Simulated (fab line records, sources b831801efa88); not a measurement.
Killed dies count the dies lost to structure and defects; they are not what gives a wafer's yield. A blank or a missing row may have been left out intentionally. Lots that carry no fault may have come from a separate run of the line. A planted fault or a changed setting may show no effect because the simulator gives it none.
Chamber matching :: flow gf180mcu :: GF_STI_ETCH_13 on rie diel-04: 4 sister chambers
The step etches the open film in CHF3/O2, stops on Si, target depth 282.31 nm, time 112.9 s. 8 wafers are shown with their chamber, then 7 later ones without.

## WAFERS, EACH WITH ITS CHAMBER
wafer: L077.5
chamber: 1
drypump motor current A (A): 5.3
bias w (W): 200.3

wafer: L082.1
chamber: 1
drypump motor current A (A): 5.2
bias w (W): 199.8

wafer: L082.5
chamber: 3
drypump motor current A (A): 4.9
bias w (W): 199.8

wafer: L086.1
chamber: 3
drypump motor current A (A): 4.9
bias w (W): 199.4

wafer: L086.2
chamber: 2
drypump motor current A (A): 5.4
bias w (W): 200.2

wafer: L086.6
chamber: 0
drypump motor current A (A): 5.1
bias w (W): 200.0

wafer: L089.2
chamber: 2
drypump motor current A (A): 5.4
bias w (W): 198.9

wafer: L089.4
chamber: 0
drypump motor current A (A): 5.1
bias w (W): 198.9

## WAFERS WITHOUT THEIR CHAMBER
wafer: L089.5
drypump motor current A (A): 5.4
bias w (W): 198.6

wafer: L095.2
drypump motor current A (A): 5.2
bias w (W): 199.7

wafer: L095.4
drypump motor current A (A): 4.9
bias w (W): 200.1

wafer: L095.5
drypump motor current A (A): 4.9
bias w (W): 199.9

wafer: L096.2
drypump motor current A (A): 5.3
bias w (W): 200.2

wafer: L096.4
drypump motor current A (A): 4.9
bias w (W): 199.2

wafer: L096.5
drypump motor current A (A): 5.1
bias w (W): 200.2

## EACH ONE'S CHAMBER
wafer: L089.5
from the rows above: 2
in truth: 2

wafer: L095.2
from the rows above: can't be placed: 1 or 0
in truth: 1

wafer: L095.4
from the rows above: 3
in truth: 3

wafer: L095.5
from the rows above: 3
in truth: 3

wafer: L096.2
from the rows above: can't be placed: 1 or 2
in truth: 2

wafer: L096.4
from the rows above: 3
in truth: 3

wafer: L096.5
from the rows above: 0
in truth: 0
Correct placement for 5 of the 7. Can't be placed from these rows: 2 (the true chamber is among the candidates in 2). 0 placed wrongly.
How it was worked out, from the rows above alone: a wafer's distance from a chamber is the root of the sum, over the readings, of the square of ((its reading less the chamber's mean) divided by the reading's scatter). The wafer belongs to the nearest chamber; if the next one is less than 2 further off, it can't be placed. The mean given for a chamber averages the wafers shown for that chamber. The scatter: take each reading less its chamber's mean, square it, sum over the shown wafers, divide by the number of wafers less the number of chambers, and take the root.
